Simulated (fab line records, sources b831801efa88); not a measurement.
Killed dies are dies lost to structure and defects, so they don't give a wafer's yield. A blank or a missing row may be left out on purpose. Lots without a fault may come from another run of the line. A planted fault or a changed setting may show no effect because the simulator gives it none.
Which tool did it? | flow sky130 | 11 lots, 33 wafers sampled, at 3 steps of a route of 708

WHAT THE GAUGES READ, wafer by wafer
SKY_LDD_LDN_TW_MEAS_13.
lot  | measured     | on            | LDD_LDN_TW
L846 | day 23 01:23 | film_metro-02 | 1499 1497 1497
L848 | day 23 22:44 | film_metro-01 | 1509 1507 1505
L852 | day 25 20:19 | film_metro-01 | 1512 1506 1509
L853 | day 25 21:05 | film_metro-01 | 1505 1498 1499
L854 | day 26 05:01 | film_metro-04 | 1494 1493 1491
L856 | day 26 19:36 | film_metro-01 | 1506 1507 1521
L857 | day 27 10:08 | film_metro-02 | 1502 1502 1507
L861 | day 28 23:50 | film_metro-01 | 1500 1509 1500
L863 | day 29 04:24 | film_metro-01 | 1509 1505 1512
L865 | day 29 15:01 | film_metro-01 | 1549 1549 1538
L869 | day 30 20:20 | film_metro-02 | 1532 1532 1531

WHICH TOOL RAN EACH LOT (tool, then ch and the chambers of the sampled wafers, then the start)
lot  | SKY_LDD_HVN_STRIP_09                 | SKY_LDD_LDN_IMPLANT_08
L846 | plasma_asher-01 ch 0, day 20 11:08   | implanter-04 ch 0, day 23 00:41
L848 | plasma_asher-03 ch 0,1, day 21 09:08 | implanter-03 ch 0, day 23 22:02
L852 | plasma_asher-03 ch 0,1, day 23 08:49 | implanter-04 ch 0, day 25 19:38
L853 | plasma_asher-04 ch 0,1, day 23 09:55 | implanter-01 ch 0, day 25 20:25
L854 | plasma_asher-01 ch 0,1, day 23 17:13 | implanter-04 ch 0, day 26 04:19
L856 | plasma_asher-01 ch 0,1, day 24 08:22 | implanter-04 ch 0, day 26 18:55
L857 | plasma_asher-03 ch 0,1, day 24 22:52 | implanter-03 ch 0, day 27 09:26
L861 | plasma_asher-03 ch 0,1, day 26 13:44 | implanter-01 ch 0, day 28 23:08
L863 | plasma_asher-04 ch 0,1, day 26 18:32 | implanter-03 ch 0, day 29 03:42
L865 | plasma_asher-03 ch 0,1, day 27 04:25 | implanter-01 ch 0, day 29 14:21
L869 | plasma_asher-04 ch 0,1, day 28 10:38 | implanter-01 ch 0, day 30 19:38
- SKY_LDD_HVN_STRIP_09: strips in O2/N2.
- SKY_LDD_LDN_IMPLANT_08

THE ANSWER, worked out from the rows above alone
Rule: what is usual is taken from the lots themselves. Put in order of their means at a reading, lots are off if they are a third of the lots or fewer, leave a main group of 4 or more, and stand apart from it by a gap of 3 or more times the standard deviation of the main group's means; of several such gaps the widest counts. A main group whose means are all the same, to the digits that the tables above print for the reading, isn't used. A lot without any number at a reading at which 4 lots or more have one is off too. The other lots that the step has rows for count as sound.
Off: L865, L869, at SKY_LDD_LDN_TW_MEAS_13 (LDD_LDN_TW). The main group: mean 1504, standard deviation 5.7.
A tool fits if, at a process step before that reading, it ran every lot that is off, and no sound lot after the first of them. The gauges at SKY_LDD_LDN_TW_MEAS_13 are tried like those tools. One fits: implanter-01 at SKY_LDD_LDN_IMPLANT_08. Its last sound lot is L861 (day 28 23:08), its first lot that is off L865 (day 29 14:21): a fault that began between those two fits.

WHAT THE SIMULATOR HAD PUT IN
Process parameter drift: implanter-01, from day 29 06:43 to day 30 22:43, at SKY_LDD_LDN_IMPLANT_08. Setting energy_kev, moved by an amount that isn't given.
Lots struck among those shown: L865, L869. The rule above found the same.
